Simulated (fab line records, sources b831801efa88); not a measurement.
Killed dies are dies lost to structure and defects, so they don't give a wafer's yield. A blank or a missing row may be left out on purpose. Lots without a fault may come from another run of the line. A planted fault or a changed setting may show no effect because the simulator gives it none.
A struck lot beside a sound one | flow sky130 | 44 steps out of a route of 708
Sound: wafers L527.1, L527.2, L527.6. Struck: wafers L544.2, L544.5, L544.6. The cause comes at the end.
At each step with rows: each side's tool, then ch and its chambers, then its first start. Under that, the readings that differ: sound wafers | struck wafers | difference of the means | sigmas: that difference in standard deviations of wafers without a fault.
alike: readings whose means differ by less than 2 such deviations, and words and numbers that are the same on both sides. not compared: withheld readings, readings that some wafer has no value for, bounds like >300 that may hide the same value, and numbers for which the record gives no deviation and whose values overlap.
The two part at a step that has a row with sigmas, a row that says differs or no value, or rows on one side only. Numbers that don't overlap but have no deviation are shown without sigmas and don't part them. A reading that every wafer of one side lacks parts them only if that side has two wafers or more.

first, 1 step without rows for these wafers: SKY_VIA2_SPUTTER_20 (material TiN, target thk 20 nm, time 80 s).
SKY_VIA2_CVD_21: deposits W, target thk 420 nm, time 126.4 s.
  sound on cvd_w-01 ch 0,1, day 36 17:56; struck on cvd_w-01 ch 0,1, day 42 04:20
  alike: heater_power_w
SKY_VIA2_RS_MEAS_22: measures by four-point-probe.
  sound on film_metro-04, day 36 18:04; struck on film_metro-01, day 42 04:29
  alike: VIA2_W_RS
SKY_VIA2_THK_MEAS_23: measures by xrf.
  sound on film_metro-04, day 36 18:11; struck on film_metro-01, day 42 04:35
  alike: VIA2_W_THK
SKY_VIA2_CMP_24: polishes, stops on SiO2, t overpolish 20 s, target thk 0 nm.
  sound on cmp-02 ch 0,1,2, day 36 18:21; struck on cmp-01 ch 2,3, day 42 04:38
  alike: motor_current_A, overpolish_run_s, time_to_endpoint_s
then, 1 step without rows for these wafers: SKY_METAL3_SPUTTER_00 (material Ti, target thk 15 nm, time 10 s).
SKY_METAL3_SPUTTER_01: material TiN, target thk 20 nm, time 16.7 s.
  sound on pvd_sputter-02, day 36 18:34; struck on pvd_sputter-02, day 42 04:58
  alike: cathode_dc_power_W, throttle_valve_pct
then, 1 step without rows for these wafers: SKY_METAL3_SPUTTER_02 (material AlCu, target thk 735 nm, time 39.1 s).
SKY_METAL3_SPUTTER_03: material Ti, target thk 5 nm, time 3.3 s.
  sound on pvd_sputter-02, day 36 18:38; struck on pvd_sputter-02, day 42 05:01
  alike: cathode_dc_power_W, throttle_valve_pct
then, 1 step without rows for these wafers: SKY_METAL3_SPUTTER_04 (material TiN, target thk 70 nm, time 58.3 s).
SKY_CAPM_CVD_00: deposits SiO2, target thk 15.5 nm.
  sound on pecvd-01 ch 0,2, day 36 18:42; struck on pecvd-03 ch 0,1,2, day 42 05:05
  alike: heater_power_w
SKY_CAPM_THK_MEAS_01:
  sound on film_metro-02, day 36 18:44; struck on film_metro-02, day 42 05:07
  alike: CAPM_CVD_00_THK
SKY_CAPM_SPUTTER_02: material TiN, target thk 200 nm, time 166.7 s.
  sound on pvd_sputter-03, day 36 18:47; struck on pvd_sputter-03, day 42 05:10
  reading                                  | sound                | struck               | difference | sigmas
  cathode_dc_power_W (W)                   | 6500.6 6499.3 6500.9 | 6014.6 6014.5 6014.6 | -485.7     | -99 or more
  model.TiN_of_CAPM_SPUTTER_02.thk_nm (nm) | 196.8 197.1 197.2    | 184.1 186 183.6      | -12.5      |
  alike: throttle_valve_pct
SKY_CAPM_RS_MEAS_03: measures by four-point-probe.
  sound on film_metro-01, day 36 18:54; struck on film_metro-04, day 42 05:18
  reading              | sound          | struck         | difference | sigmas
  CAPM_TIN_RS (ohm/sq) | 7.02 7.02 7.02 | 7.51 7.42 7.52 | +0.46      | +7
SKY_CAPM_THK_MEAS_04: measures by xrf.
  sound on film_metro-01, day 36 19:01; struck on film_metro-04, day 42 05:25
  reading           | sound             | struck            | difference | sigmas
  CAPM_TIN_THK (nm) | 196.4 197.9 197.1 | 183.7 186.2 183.7 | -12.6      | -6
then, 7 steps without rows for these wafers: SKY_CAPM_DEHYDRATE_05 (time 60 s); SKY_CAPM_HMDS_06 (prime time 60 s); SKY_CAPM_COAT_07 (resist thk 1140 nm); SKY_CAPM_SOFTBAKE_08 (time 60 s); SKY_CAPM_EXPOSE_09 (exposes mask CAPM, target cd 1000 nm); SKY_CAPM_PEB_10; SKY_CAPM_DEVELOP_11 (develop time 60 s).
SKY_CAPM_OVL_MEAS_12:
  sound on overlay-01, day 37 20:39; struck on overlay-01, day 43 03:52
  reading       | sound          | struck      | difference | sigmas
  CAPM_OVL (nm) | -1.2 -1.5 -1.9 | 3.8 1.3 2.0 | +3.9       | +2
SKY_CAPM_METAL_ETCH_13: etches TiN in Cl2/BCl3, stops on SiO2, target depth 220 nm, time 62.9 s.
  sound on rie_metal-03 ch 0,1, day 37 20:41; struck on rie_metal-04 ch 0, day 43 03:55
  reading                | sound                | struck               | difference | sigmas
  oes_product_au (a.u.)  | 0.942 0.925 0.934    | 0.893 0.899 0.888    | -0.040     | -6
  throttle_valve_pct (%) | 21.911 21.908 21.899 | 21.933 21.928 21.943 | +0.029     | +3
  alike: drypump_motor_current_A
  not compared: rf_hours_counter_h
then, 12 steps without rows for these wafers: SKY_CAPM_STRIP_14 (strips in O2/N2); SKY_CAPM_STRIP_15 (strips in post etch residue remover, time 1200 s); SKY_CAPM_CLEAN_16 (cleans in IPA, time 180 s); SKY_CAPM_CLEAN_17 (cleans in O3/DIW); SKY_METAL3_DEHYDRATE_05 (time 60 s); SKY_METAL3_HMDS_06 (prime time 60 s); SKY_METAL3_COAT_07 (resist thk 60 nm); SKY_METAL3_COAT_08 (resist thk 1140 nm); SKY_METAL3_SOFTBAKE_09 (time 90 s); SKY_METAL3_EXPOSE_10 (exposes mask MM3, target cd 300 nm); SKY_METAL3_PEB_11; SKY_METAL3_DEVELOP_12 (develop time 60 s).
SKY_METAL3_CD_MEAS_13: target cd 300 nm.
  sound on cd_sem-02, day 38 22:31; struck on cd_sem-01, day 44 03:02
  alike: cd_nm
SKY_METAL3_OVL_MEAS_14:
  sound on overlay-01, day 38 22:38; struck on overlay-02, day 44 03:08
  alike: METAL3_OVL
then, 4 steps without rows for these wafers: SKY_METAL3_DESCUM_15 (chemistry O2, time 8 s); SKY_METAL3_ETCH_16 (etches BARC in N2/H2, stops on SiO2, time 88.2 s, target depth 60 nm); SKY_METAL3_ETCH_17 (etches SiO2 in C4F8/O2/Ar, stops on TiN, time 3.9 s, target depth 15 nm); SKY_METAL3_METAL_ETCH_18 (etches the open film in Cl2/BCl3, stops on SiO2, target depth 845 nm, time 183.1 s).
SKY_METAL3_STRIP_20: strips in post etch residue remover, time 1200 s.
  sound on wet_bench-04 ch 0, day 38 23:09; struck on wet_bench-01 ch 0, day 44 03:36
  reading                                  | sound           | struck            | difference | sigmas
  model.TiN_of_CAPM_SPUTTER_02.thk_nm (nm) | 196 196.3 196.4 | 183.3 185.2 182.7 | -12.5      |
-- the record jumps here: 6 days lie between the struck wafers' starts before and after (it left off in module METAL3 and takes up again in module PAD_OPEN, whose first step shown is number 708 of the route) --
SKY_PAD_OPEN_PROBE_99:
  sound on prober-01, day 46 01:14; struck on prober-02, day 50 05:55
  reading                          | sound           | struck           | difference | sigmas
  model.etest.cap_mim.plate_ohm_sq | 6.1 6.068 6.129 | 6.519 6.451 6.55 | +0.408     |
  alike: defect_limited_yield, killed_at_M0_to_M3, killed_at_M4_up, killed_at_contacts, killed_at_front_end, killed_at_other, killed_dies, killed_open, killed_short, sort_bin_3_pad_short, sort_bin_5_function, sort_bin_6_memory, sort_n_pass, sort_yield_pct

WHERE THEY PART
First at SKY_CAPM_SPUTTER_02; last, within this record, at SKY_CAPM_METAL_ETCH_13. Later steps at which nothing parts them and some readings are alike: SKY_METAL3_CD_MEAS_13, SKY_METAL3_OVL_MEAS_14, SKY_PAD_OPEN_PROBE_99.

WHY: what the simulator had put in
Process parameter drift: pvd_sputter-03, from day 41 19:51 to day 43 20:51, at SKY_CAPM_SPUTTER_02. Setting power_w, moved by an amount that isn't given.
